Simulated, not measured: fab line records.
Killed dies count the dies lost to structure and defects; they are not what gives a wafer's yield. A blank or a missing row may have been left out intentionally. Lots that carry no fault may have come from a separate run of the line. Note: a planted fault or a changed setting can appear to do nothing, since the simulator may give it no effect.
8D (eight disciplines) problem report, filled in by code :: flow sky130 :: the parts of the form that need people (team, actions taken, sign-off) are left out

## 1. THE PROBLEM
killed_at_M0_to_M3 at SKY_PAD_OPEN_PROBE_99 reads a mean of 94 on 2 wafers of 1 lot; wafers without a fault read 43 with a standard deviation of 7.6. That puts it +6.6 standard deviations away from the usual mean.
First observed at day 50 23:53: wafer L512.4, on prober-01. The record holds 8 wafers of 3 lots with a number at this step. The rule behind "out" and "out of limits": a value lying over 4 standard deviations away from the usual mean. The rest of the wafers with a number are treated as sound.

## 2. WHAT IT IS; WHAT IT IS NOT
question: which readings at this step
is: killed_at_M0_to_M3, defectLimitedYield, killedDies, sort_bin_5_function, sortNPass, sortYieldPct
is not: killed_at_M4_up, killedAtContacts, killedAtFrontEnd, killedAtOther, killedOpen, killedShort, sort_bin_6_memory

question: which lots
is: L512
is not: L496, L502

question: which wafers of those lots
is: L512.4, L512.6
is not: L512.1

question: read on which tools
is: prober-01
is not: -

question: when
is: from day 50 23:53
is not: up to then (6 sound wafers)

## 3. WHAT RULES OUT EACH SUSPECT
Counting: any tool at a process step up to the reading remains a suspect provided it ran every lot that is out. Sound lots after the first of them don't rule it out here, since some wafers of a struck lot are sound.
- rieDiel-03 at SKY_VIA3_ETCH_15 (etches SiO2 in C4F8/O2/Ar, stops on TiN, target depth 507 nm, time 78 s): kept. It processed L512, the lot that is out, at day 45 23:59, and its most recent sound lot before then was L496 at day 41 23:10.
- plasmaAsher-04 at SKY_PAD_OPEN_STRIP_08 (strips in O2/N2): kept. It ran the lot that is out, L512 (day 50 21:31).
- prober-01 at SKY_PAD_OPEN_PROBE_99: kept. It processed L512, the lot that is out, at day 50 23:44, and its most recent sound lot before then was L502 at day 49 09:08. Its own readings are out on those wafers: defectLimitedYield, killed_at_M0_to_M3, killedDies, sort_bin_5_function, sortNPass, sortYieldPct.
- Within rieDiel-03 at SKY_VIA3_ETCH_15: the wafers that are out ran in chamber 1; their sound lot-mates ran in chamber 2.
After the count, these remain: rieDiel-03 at SKY_VIA3_ETCH_15, plasmaAsher-04 at SKY_PAD_OPEN_STRIP_08 and prober-01 at SKY_PAD_OPEN_PROBE_99.

## 4. THE CAUSE (what the simulator had put in)
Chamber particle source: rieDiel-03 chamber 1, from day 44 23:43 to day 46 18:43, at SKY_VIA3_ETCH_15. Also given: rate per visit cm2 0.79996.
Of the 3 suspects that counting leaves, this tool is one.

## 5. THE EFFECT CHAIN, in route order
Rows list readings where the struck wafers' mean (over those with a number) sits beyond 3 standard deviations from the usual. Only readings for which the record gives a usual standard deviation are gone through. hours: the time from each lot's start at the first step in this table that gives one to its start at this step, as a median over the lots. sigmas: the change in usual standard deviations.
hours: 0
step: SKY_PAD_OPEN_PROBE_99
reading: defectLimitedYield
usual: 82.6 %
on struck wafers: 73.3
change: -9.3
sigmas: -4.6

hours: 0
step: SKY_PAD_OPEN_PROBE_99
reading: killed_at_M0_to_M3
usual: 43
on struck wafers: 94
change: +50
sigmas: +6.6

hours: 0
step: SKY_PAD_OPEN_PROBE_99
reading: killedDies
usual: 85
on struck wafers: 132
change: +46
sigmas: +4.7

hours: 0
step: SKY_PAD_OPEN_PROBE_99
reading: sort_bin_3_pad_short
usual: 0.8 %
on struck wafers: 2.3
change: +1.5
sigmas: +3.9

hours: 0
step: SKY_PAD_OPEN_PROBE_99
reading: sort_bin_5_function
usual: 10.3 %
on struck wafers: 18.0
change: +7.7
sigmas: +4.8

hours: 0
step: SKY_PAD_OPEN_PROBE_99
reading: sortNPass
usual: 407
on struck wafers: 360
change: -46
sigmas: -4.7

hours: 0
step: SKY_PAD_OPEN_PROBE_99
reading: sortYieldPct
usual: 82.6 %
on struck wafers: 73.3
change: -9.3
sigmas: -4.6
Here are the process steps it includes:
- SKY_PAD_OPEN_PROBE_99

## 6. HOW IT WOULD HAVE BEEN CAUGHT EARLIER
144 hours passed between the start of the fault at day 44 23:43 and the first reading out of limits in this record, taken at day 50 23:53.
Of the tool readings at SKY_VIA3_ETCH_15 for which the record gives a usual standard deviation, none was out on any struck wafer, so an alarm limit of 4 standard deviations on them would not have fired.
The start of SKY_VIA3_ETCH_15 on rieDiel-03 came by day 50 23:53 for every one of the lots that are out (1). Had the tool been put on hold then, not one of them would have been saved.
